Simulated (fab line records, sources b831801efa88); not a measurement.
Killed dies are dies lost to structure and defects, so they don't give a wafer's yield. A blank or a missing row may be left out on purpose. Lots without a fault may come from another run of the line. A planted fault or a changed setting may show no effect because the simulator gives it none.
fab line records | flow sky130
record lots=5 wafers=23
route steps=708 shown LI_CONTACT@369 LOCAL_INTERCONNECT@393 CONTACT@417
start_h: hours from the record's first day to the start of the lot's first wafer shown | wait_h: hours since the lot's step before | " the same as in the row above | L1.1+2: a row that stands for several wafers | - no value, or no start given | * or withheld: withheld | < > ~ a bound
route shown NAME@n: a module of which the file shows steps, and the number in the route of the first | usual: mean/standard deviation of fault-free wafers | same: alike in all rows | chamber/n: place in a boat | sites: the reading at each site | _std_site: their standard deviation | _edge_site: outer sites' mean less inner sites' | radius_mm: how far each site lies from the wafer's centre | mask NAME#n: copy n | behind: the tool/chamber that last shaped the wafer | hold: why the lot was held/for how many hours/how that ended | device: the transistor (n, p or np) that didn't switch | end of line: the same wafers' tests at the end of the route | a step without rows: its recipe alone | killed: dies lost to structure and defects at the first sort, not the wafer's yield | map: a wafer's dies, x killed, . not, _ none there
set.NAME: the setting as run; set.NAME@STEP: as run at that earlier step | model.NAME: the simulator's own value behind a step, which no gauge read
lots whose settings were changed on purpose; a table a step, a row a wafer
## steps
# step SKY_LI_CONTACT_COAT_07
# recipe resist=KrF-thick spin_rpm=3000 resist_thk_nm=450
# columns lot.wafer tool chamber start_h wait_h set.spin_rpm model.KrF-thick_of_LI_CONTACT_COAT_07.thk_nm
L074.1 litho_track-02 0 - - 2907 457.9
L074.2 " 0 " " 2907 458.4
L074.3 " 0 " " 3000 450.9
L074.4 " 0 " " 3000 451
L074.6 " 0 " " 2907 458.3
L076.2 litho_track-03 0 - - 3104 441.5
L076.3 " 0 " " 3000 451.1
L076.4 " 0 " " 3104 441.4
L076.5+6 " 0 " " 3000 450.3
L078.1 litho_track-04 0 - - 3000 450.1
L078.2 " 0 " " 3000 450.2
L078.3 " 0 " " 3100 442.4
L078.4 " 0 " " 3100 442.9
L078.6 " 0 " " 3100 441
L080.2+6 litho_track-04 0 - - 3000 450.2
L080.4 " 0 " " 3000 450.1
L084.1 litho_track-03 0 - - 2928 454.7
L084.2 " 0 " " 3000 451
L084.3 " 0 " " 2928 456.4
L084.4 " 0 " " 3000 450.9
L084.6 " 0 " " 3000 450.7
# step SKY_LI_CONTACT_SOFTBAKE_08
# recipe temp_c=100 time_s=90 resist=KrF-thick
# step SKY_LI_CONTACT_EXPOSE_09
# recipe mask_id=LICM1 na=0.8 source_shape=annular sigma_inner=0.55 sigma_outer=0.85 target_cd_nm=170 dose_mj=38
# step SKY_LI_CONTACT_ETCH_14
# recipe chemistry=N2/H2 target=BARC ion_energy_ev=200 source_w=500 bias_w=100 pressure_mtorr=30 n2_flow_sccm=100 h2_flow_sccm=200 stop_on=SiO2 time_s=45.9 target_depth_a=600
# columns lot.wafer tool chamber start_h wait_h set.spin_rpm@LI_CONTACT_COAT_07 model.KrF-thick_of_LI_CONTACT_COAT_07.thk_nm
L074.1 rie_diel-03 2 706.16 0.0 2907 401.2
L074.2 " 1 " " 2907 401.5
L074.3 " 3 " " 3000 393.9
L074.4 " 0 " " 3000 393.5
L074.6 " 2 " " 2907 401.4
L076.2 rie_diel-02 1 715.33 0.0 3104 384.9
L076.3 " 2 " " 3000 393.2
L076.4 " 3 " " 3104 383
L076.5 " 2 " " 3000 392.4
L076.6 " 3 " " 3000 391.8
L078.1 rie_diel-03 0 732.03 0.0 3000 392.1
L078.2 " 3 " " 3000 393.3
L078.3 " 1 " " 3100 385.2
L078.4 " 2 " " 3100 386.1
L078.6 " 3 " " 3100 384.3
L080.2 rie_diel-01 1 747.74 0.0 3000 392.9
L080.4 " 2 " " 3000 393.2
L080.6 " 1 " " 3000 392.5
L084.1 rie_diel-03 2 755.41 0.0 2928 397.9
L084.2 " 1 " " 3000 394.1
L084.3 " 0 " " 2928 398.5
L084.4 " 3 " " 3000 393.5
L084.6 " 0 " " 3000 393.1
# step SKY_LI_CONTACT_ETCH_15
# recipe target=PSG chemistry=C4F8/O2/Ar stop_on=Si taper_deg=4.15 mask_material=KrF-thick source_w=1500 bias_w=1200 pressure_mtorr=40 c4f8_flow_sccm=withheld O2_flow_sccm=6 Ar_flow_sccm=300 time_s=withheld target_depth_a=6000
# columns lot.wafer tool chamber start_h wait_h set.spin_rpm@LI_CONTACT_COAT_07 model.KrF-thick_of_LI_CONTACT_COAT_07.thk_nm
L074.1+6 rie_diel-03 2 706.20 0.0 2907 242.2
L074.2 " 1 " " 2907 241
L074.3 " 3 " " 3000 234.1
L074.4 " 0 " " 3000 231.5
L076.2 rie_diel-02 1 715.37 0.0 3104 223.9
L076.3 " 2 " " 3000 228.8
L076.4 " 3 " " 3104 217.4
L076.5 " 2 " " 3000 227.7
L076.6 " 3 " " 3000 225.4
L078.1 rie_diel-03 0 732.07 0.0 3000 229
L078.2 " 3 " " 3000 233.8
L078.3 " 1 " " 3100 225.3
L078.4 " 2 " " 3100 225.4
L078.6 " 3 " " 3100 223.2
L080.2 rie_diel-01 1 747.78 0.0 3000 233.8
L080.4 " 2 " " 3000 237.3
L080.6 " 1 " " 3000 234.4
L084.1 rie_diel-03 2 755.45 0.0 2928 238.3
L084.2 " 1 " " 3000 235
L084.3 " 0 " " 2928 237.1
L084.4 " 3 " " 3000 233.9
L084.6 " 0 " " 3000 231.5
# step SKY_LI_CONTACT_CVD_21
# recipe material=W target_thk_nm=400 time_s=120.56 temp_c=400 pressure_torr=40
# columns lot.wafer tool chamber start_h wait_h set.temp_c model.W_of_LI_CONTACT_CVD_21.thk_nm
L074.1 cvd_w-02 0 706.72 0.0 393.3 351.3
L074.2+3 " 1,0 " " 400 393.4
L074.4 " 1 " " 400 394.1
L074.6 " 0 " " 393.3 345.9
L076.2 cvd_w-02 1 715.91 0.0 400 393.8
L076.3+6 " 1 " " 400 393.7
L076.4 " 0 " " 400 395
L076.5 " 0 " " 400 399.8
L078.1 cvd_w-02 1 732.59 0.0 390.9 331.2
L078.2 " 0 " " 390.9 336.2
L078.3 " 1 " " 390.9 336.3
L078.4 " 0 " " 400 399.2
L078.6 " 1 " " 400 397.6
L080.2 cvd_w-02 1 748.31 0.0 400 394.6
L080.4 " 0 " " 400 390.6
L080.6 " 0 " " 400 392.3
L084.1 cvd_w-01 1 755.97 0.0 407.5 460
L084.2 " 0 " " 407.5 465.6
L084.3 " 0 " " 400 407.3
L084.4 " 1 " " 400 402.8
L084.6 " 0 " " 407.5 462.6
# step SKY_LI_CONTACT_RS_MEAS_22
# recipe thk_meas_gauge=four-point-probe reads=W_of_LI_CONTACT_CVD_21+TiN_of_LI_CONTACT_SPUTTER_20+Ti_of_LI_CONTACT_SPUTTER_19
# usual LI_CONTACT_W_RS=0.287/0.0036
# columns lot.wafer tool chamber start_h wait_h set.temp_c@LI_CONTACT_CVD_21 LI_CONTACT_W_RS[ohm/sq]
L074.1 film_metro-04 - 706.85 0.1 393.3 0.324
L074.2 " - " " 400 0.289
L074.3 " - " " 400 0.290
L074.4 " - " " 400 0.289
L074.6 " - " " 393.3 0.329
L076.2 film_metro-04 - 716.05 0.1 400 0.289
L076.3 " - " " 400 0.289
L076.4 " - " " 400 0.288
L076.5 " - " " 400 0.285
L076.6 " - " " 400 0.289
L078.1 film_metro-04 - 732.72 0.1 390.9 0.344
L078.2 " - " " 390.9 0.339
L078.3 " - " " 390.9 0.338
L078.4 " - " " 400 0.285
L078.6 " - " " 400 0.286
L080.2 film_metro-04 - 748.46 0.1 400 0.289
L080.4 " - " " 400 0.292
L080.6 " - " " 400 0.290
L084.1 film_metro-02 - 756.10 0.1 407.5 0.247
L084.2 " - " " 407.5 0.244
L084.3 " - " " 400 0.280
L084.4 " - " " 400 0.283
L084.6 " - " " 407.5 0.246
# step SKY_LI_CONTACT_THK_MEAS_23
# recipe thk_meas_gauge=xrf reads=W_of_LI_CONTACT_CVD_21
# usual LI_CONTACT_W_THK=391/5.1
# columns lot.wafer tool chamber start_h wait_h set.temp_c@LI_CONTACT_CVD_21 LI_CONTACT_W_THK[nm]
L074.1 film_metro-04 - 706.97 0.1 393.3 346
L074.2 " - " " 400 386
L074.3 " - " " 400 387
L074.4 " - " " 400 386
L074.6 " - " " 393.3 341
L076.2 film_metro-04 - 716.16 0.1 400 385
L076.3 " - " " 400 385
L076.4 " - " " 400 388
L076.5 " - " " 400 394
L076.6 " - " " 400 388
L078.1 film_metro-04 - 732.84 0.1 390.9 324
L078.2 " - " " 390.9 331
L078.3 " - " " 390.9 329
L078.4 " - " " 400 391
L078.6 " - " " 400 389
L080.2 film_metro-04 - 748.57 0.1 400 387
L080.4 " - " " 400 384
L080.6 " - " " 400 388
L084.1 film_metro-02 - 756.22 0.1 407.5 450
L084.2 " - " " 407.5 453
L084.3 " - " " 400 400
L084.4 " - " " 400 396
L084.6 " - " " 407.5 450
# step SKY_LOCAL_INTERCONNECT_COAT_06
# recipe resist=KrF-thick spin_rpm=3000 resist_thk_nm=450
# columns lot.wafer tool chamber start_h wait_h set.resist_thk_nm model.KrF-thick_of_LOCAL_INTERCONNECT_COAT_06.thk_nm
L074.1 litho_track-01 0 - - 450 451.9
L074.2 " 0 " " 450 451.7
L074.3 " 0 " " 450 450.8
L074.4 " 0 " " 450 451
L074.6 " 0 " " 450 451.4
L076.2 litho_track-03 0 - - 474.9 475.1
L076.3 " 0 " " 450 450.8
L076.4 " 0 " " 450 449.9
L076.5 " 0 " " 474.9 473.9
L076.6 " 0 " " 450 450.9
L078.1 litho_track-04 0 - - 461.8 460.9
L078.2 " 0 " " 461.8 462
L078.3 " 0 " " 450 448.9
L078.4 " 0 " " 450 449.8
L078.6 " 0 " " 461.8 460.4
L080.2 litho_track-03 0 - - 450 449
L080.4 " 0 " " 450 450.2
L080.6 " 0 " " 450 449.6
L084.1 litho_track-04 0 - - 450 449.6
L084.2 " 0 " " 450 449.7
L084.3 " 0 " " 450 449.1
L084.4 " 0 " " 450 448.6
L084.6 " 0 " " 450 448.4
# step SKY_LOCAL_INTERCONNECT_ETCH_13
# recipe chemistry=N2/H2 target=BARC ion_energy_ev=200 bias_w=100 pressure_mtorr=30 n2_flow_sccm=100 h2_flow_sccm=200 icp_w=500 stop_on=SiO2 time_s=45.9 target_depth_a=600
# columns lot.wafer tool chamber start_h wait_h set.ion_energy_ev set.resist_thk_nm@LOCAL_INTERCONNECT_COAT_06 model.KrF-thick_of_LOCAL_INTERCONNECT_COAT_06.thk_nm
L074.1 rie_metal-03 1 735.29 0.0 215.5 450 393
L074.2 " 0 " " 215.5 450 394.1
L074.3 " 0 " " 200 450 394.4
L074.4 " 1 " " 200 450 393.1
L074.6 " 1 " " 200 450 393.2
L076.2 rie_metal-01 0 744.04 0.0 187.6 474.9 419.1
L076.3 " 1 " " 187.6 450 394.1
L076.4 " 0 " " 200 450 392.7
L076.5 " 0 " " 187.6 474.9 417.5
L076.6 " 1 " " 200 450 393.1
L078.1 rie_metal-03 0 760.46 0.0 200 461.8 403.8
L078.2 " 1 " " 200 461.8 403.4
L078.3 " 1 " " 191.4 450 391.1
L078.4 " 0 " " 200 450 392.5
L078.6 " 0 " " 191.4 461.8 403.6
L080.2 rie_metal-03 0 777.13 0.0 200 450 392.3
L080.4 " 1 " " 200 450 392.5
L080.6 " 0 " " 200 450 393.5
L084.1 rie_metal-01 0 783.76 0.0 200 450 392
L084.2 " 1 " " 210.9 450 391
L084.3 " 0 " " 200 450 391.3
L084.4 " 1 " " 210.9 450 389.8
L084.6 " 1 " " 200 450 390.6
# step SKY_LOCAL_INTERCONNECT_METAL_ETCH_14
# recipe target_depth_nm=110 stop_on=PSG chemistry=Cl2/BCl3 target=TiN resist_sidewall_deg=88 pressure_mtorr=10 icp_w=900 bias_w=48.5 Cl2_flow_sccm=60 bcl3_flow_sccm=30 time_s=31.4
# step SKY_LOCAL_INTERCONNECT_STRIP_15
# recipe chemistry=O2/N2 power_w=1400 pressure_mtorr=1500 platen_temp_c=withheld o2_flow_sccm=3000 n2_flow_sccm=300 overash_fraction=0.5
# usual strip_time_to_endpoint_s=4.726/0.022
# columns lot.wafer tool chamber start_h wait_h set.resist_thk_nm@LOCAL_INTERCONNECT_COAT_06 strip_time_to_endpoint_s
L074.1 plasma_asher-03 1 735.41 0.0 450 4.730
L074.2 " 0 " " 450 4.752
L074.3 " 1 " " 450 4.757
L074.4 " 0 " " 450 4.717
L074.6 " 0 " " 450 4.725
L076.2 plasma_asher-02 1 744.16 0.0 474.9 4.996
L076.3 " 0 " " 450 4.730
L076.4 " 1 " " 450 4.713
L076.5 " 1 " " 474.9 4.970
L076.6 " 0 " " 450 4.737
L078.1 plasma_asher-02 1 760.57 0.0 461.8 4.852
L078.2 " 0 " " 461.8 4.839
L078.3 " 0 " " 450 4.690
L078.4 " 1 " " 450 4.722
L078.6 " 0 " " 461.8 4.850
L080.2 plasma_asher-03 0 777.25 0.0 450 4.730
L080.4 " 0 " " 450 4.700
L080.6 " 1 " " 450 4.740
L084.1 plasma_asher-03 0 783.88 0.0 450 4.718
L084.2 " 1 " " 450 4.678
L084.3 " 0 " " 450 4.699
L084.4 " 1 " " 450 4.685
L084.6 " 0 " " 450 4.703
# step SKY_CONTACT_EXPOSE_11
# recipe mask_id=CTM1 na=0.8 source_shape=annular sigma_inner=0.55 sigma_outer=0.85 target_cd_nm=170 dose_mj=38
# columns lot.wafer tool chamber start_h wait_h mask set.dose_mj
L074.1+2+3+4+6 krf_scanner-02 0 - - CTM1#0 38
L076.2+3 krf_scanner-02 0 - - CTM1#0 40.45
L076.4+5+6 " 0 " " CTM1#0 38
L078.1+4+6 krf_scanner-01 0 - - CTM1#0 38
L078.2+3 " 0 " " CTM1#0 37.09
L080.2+4+6 krf_scanner-02 0 - - CTM1#0 38
L084.1+2+3+4+6 krf_scanner-01 0 - - CTM1#0 38
# step SKY_CONTACT_PEB_12
# recipe peb_temp_c=withheld peb_time_s=withheld resist=KrF-thick
# step SKY_CONTACT_DEVELOP_13
# recipe develop_time_s=60 resist=KrF-thick dev_temp_c=22.17
# columns lot.wafer tool chamber start_h wait_h set.dose_mj@CONTACT_EXPOSE_11 model.CONTACT.cd_nm
L074.1 litho_track-01 0 - - 38 169.6
L074.2 " 0 " " 38 169.5
L074.3 " 0 " " 38 169.9
L074.4 " 0 " " 38 169.2
L074.6 " 0 " " 38 170.3
L076.2 litho_track-04 0 - - 40.45 182.3
L076.3 " 0 " " 40.45 182
L076.4 " 0 " " 38 169.4
L076.5 " 0 " " 38 170.6
L076.6 " 0 " " 38 170.7
L078.1 litho_track-02 0 - - 38 169.9
L078.2 " 0 " " 37.09 166.9
L078.3 " 0 " " 37.09 165.2
L078.4 " 0 " " 38 171.6
L078.6 " 0 " " 38 169.1
L080.2+4 litho_track-01 0 - - 38 170
L080.6 " 0 " " 38 168.5
L084.1 litho_track-04 0 - - 38 165.2
L084.2 " 0 " " 38 167.6
L084.3 " 0 " " 38 166.1
L084.4 " 0 " " 38 165.9
L084.6 " 0 " " 38 166.5
# step SKY_CONTACT_CD_MEAS_14
# recipe target_cd_nm=170
# usual cd_nm=170.0/1.7
# columns lot.wafer tool chamber start_h wait_h set.dose_mj@CONTACT_EXPOSE_11 cd_nm
L074.1 cd_sem-01 - 763.99 - 38 169.7
L074.2 " - " " 38 169.7
L074.3 " - " " 38 169.8
L074.4 " - " " 38 169.2
L074.6 " - " " 38 170.0
L076.2 cd_sem-01 - 775.47 - 40.45 182.3
L076.3 " - " " 40.45 181.8
L076.4 " - " " 38 169.7
L076.5 " - " " 38 170.5
L076.6 " - " " 38 170.7
L078.1 cd_sem-02 - 788.28 - 38 170.1
L078.2 " - " " 37.09 167.2
L078.3 " - " " 37.09 165.3
L078.4 " - " " 38 171.6
L078.6 " - " " 38 169.3
L080.2 cd_sem-01 - 804.81 - 38 170.2
L080.4 " - " " 38 169.7
L080.6 " - " " 38 168.6
L084.1 cd_sem-02 - 811.55 - 38 165.0
L084.2 " - " " 38 167.9
L084.3 " - " " 38 166.3
L084.4 " - " " 38 166.1
L084.6 " - " " 38 166.4
# step SKY_CONTACT_ETCH_16
# recipe chemistry=N2/H2 target=BARC ion_energy_ev=200 source_w=500 bias_w=100 pressure_mtorr=30 n2_flow_sccm=100 h2_flow_sccm=200 stop_on=SiO2 time_s=45.9 target_depth_a=600
# columns lot.wafer tool chamber start_h wait_h set.dose_mj@CONTACT_EXPOSE_11 model.CONTACT.cd_nm
L074.1 rie_diel-01 1 764.14 0.0 38 170
L074.2 " 2 " " 38 170.4
L074.3 " 0 " " 38 168.2
L074.4 " 1 " " 38 169.2
L074.6 " 2 " " 38 171.4
L076.2 rie_diel-03 3 775.61 0.0 40.45 181.8
L076.3 " 1 " " 40.45 181.5
L076.4 " 0 " " 38 169.1
L076.5 " 1 " " 38 170.4
L076.6 " 2 " " 38 170.6
L078.1 rie_diel-01 2 788.44 0.0 38 171
L078.2 " 1 " " 37.09 166.7
L078.3 " 0 " " 37.09 163.3
L078.4 " 3 " " 38 171.6
L078.6 " 1 " " 38 169.2
L080.2 rie_diel-01 2 804.94 0.0 38 171.6
L080.4 " 0 " " 38 168.6
L080.6 " 3 " " 38 168.4
L084.1 rie_diel-03 0 811.71 0.0 38 164.6
L084.2 " 3 " " 38 167.6
L084.3 " 1 " " 38 166
L084.4 " 2 " " 38 165.7
L084.6 " 2 " " 38 166.2
# step SKY_CONTACT_STRIP_19
# recipe chemistry=O2/N2 power_w=1400 pressure_mtorr=1500 platen_temp_c=withheld o2_flow_sccm=3000 n2_flow_sccm=300 overash_fraction=0.5
# usual strip_time_to_endpoint_s=3.630/0.03
# columns lot.wafer tool chamber start_h wait_h set.power_w strip_time_to_endpoint_s
L074.1 plasma_asher-04 1 764.28 - 1400 3.637
L074.2 " 0 " " 1400 3.671
L074.3 " 0 " " 1400 3.652
L074.4 " 1 " " 1400 3.624
L074.6 " 0 " " 1400 3.662
L076.2 plasma_asher-02 0 775.74 - 1273 3.907
L076.3 " 1 " " 1400 3.650
L076.4 " 0 " " 1400 3.610
L076.5 " 0 " " 1400 3.648
L076.6 " 1 " " 1273 3.951
L078.1 plasma_asher-01 0 788.57 - 1306 3.867
L078.2 " 1 " " 1400 3.647
L078.3 " 0 " " 1400 3.671
L078.4 " 1 " " 1400 3.647
L078.6 " 1 " " 1306 3.858
L080.2 plasma_asher-04 0 805.08 - 1400 3.672
L080.4 " 1 " " 1400 3.658
L080.6 " 0 " " 1400 3.646
L084.1 plasma_asher-04 1 811.84 - 1400 3.606
L084.2 " 0 " " 1400 3.621
L084.3 " 1 " " 1453 3.521
L084.4 " 0 " " 1453 3.505
L084.6 " 0 " " 1453 3.513
## key
split step=SKY_LI_CONTACT_COAT_07 setting=spin_rpm stated=3000 by=wafer
response step=SKY_LI_CONTACT_COAT_07 reading=model.KrF-thick_of_LI_CONTACT_COAT_07.thk_nm change=-2.39 per=1% r=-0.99
response step=SKY_LI_CONTACT_ETCH_14 reading=model.KrF-thick_of_LI_CONTACT_COAT_07.thk_nm change=-2.32 per=1% r=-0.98
response step=SKY_LI_CONTACT_ETCH_15 reading=model.KrF-thick_of_LI_CONTACT_COAT_07.thk_nm change=-2.17 per=1% r=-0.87
split step=SKY_LI_CONTACT_CVD_21 setting=temp_c stated=400 by=wafer
response step=SKY_LI_CONTACT_CVD_21 reading=model.W_of_LI_CONTACT_CVD_21.thk_nm change=+28.6 per=1% r=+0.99
response step=SKY_LI_CONTACT_RS_MEAS_22 reading=LI_CONTACT_W_RS change=-0.0221 per=1% r=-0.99
response step=SKY_LI_CONTACT_THK_MEAS_23 reading=LI_CONTACT_W_THK change=+27.1 per=1% r=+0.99
split step=SKY_LOCAL_INTERCONNECT_COAT_06 setting=resist_thk_nm stated=450 by=wafer
response step=SKY_LOCAL_INTERCONNECT_COAT_06 reading=model.KrF-thick_of_LOCAL_INTERCONNECT_COAT_06.thk_nm change=+4.36 per=1% r=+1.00
response step=SKY_LOCAL_INTERCONNECT_ETCH_13 reading=model.KrF-thick_of_LOCAL_INTERCONNECT_COAT_06.thk_nm change=+4.52 per=1% r=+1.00
response step=SKY_LOCAL_INTERCONNECT_STRIP_15 reading=strip_time_to_endpoint_s change=* per=1% r=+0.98
split step=SKY_LOCAL_INTERCONNECT_ETCH_13 setting=ion_energy_ev stated=200 by=wafer
response none clear
split step=SKY_CONTACT_EXPOSE_11 setting=dose_mj stated=38 by=wafer
response step=SKY_CONTACT_DEVELOP_13 reading=model.CONTACT.cd_nm change=+1.84 per=1% r=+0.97
response step=SKY_CONTACT_CD_MEAS_14 reading=cd_nm change=+1.81 per=1% r=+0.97
response step=SKY_CONTACT_ETCH_16 reading=model.CONTACT.cd_nm change=+1.87 per=1% r=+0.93
split step=SKY_CONTACT_STRIP_19 setting=power_w stated=1400 by=wafer
response step=SKY_CONTACT_STRIP_19 reading=strip_time_to_endpoint_s change=* per=1% r=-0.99
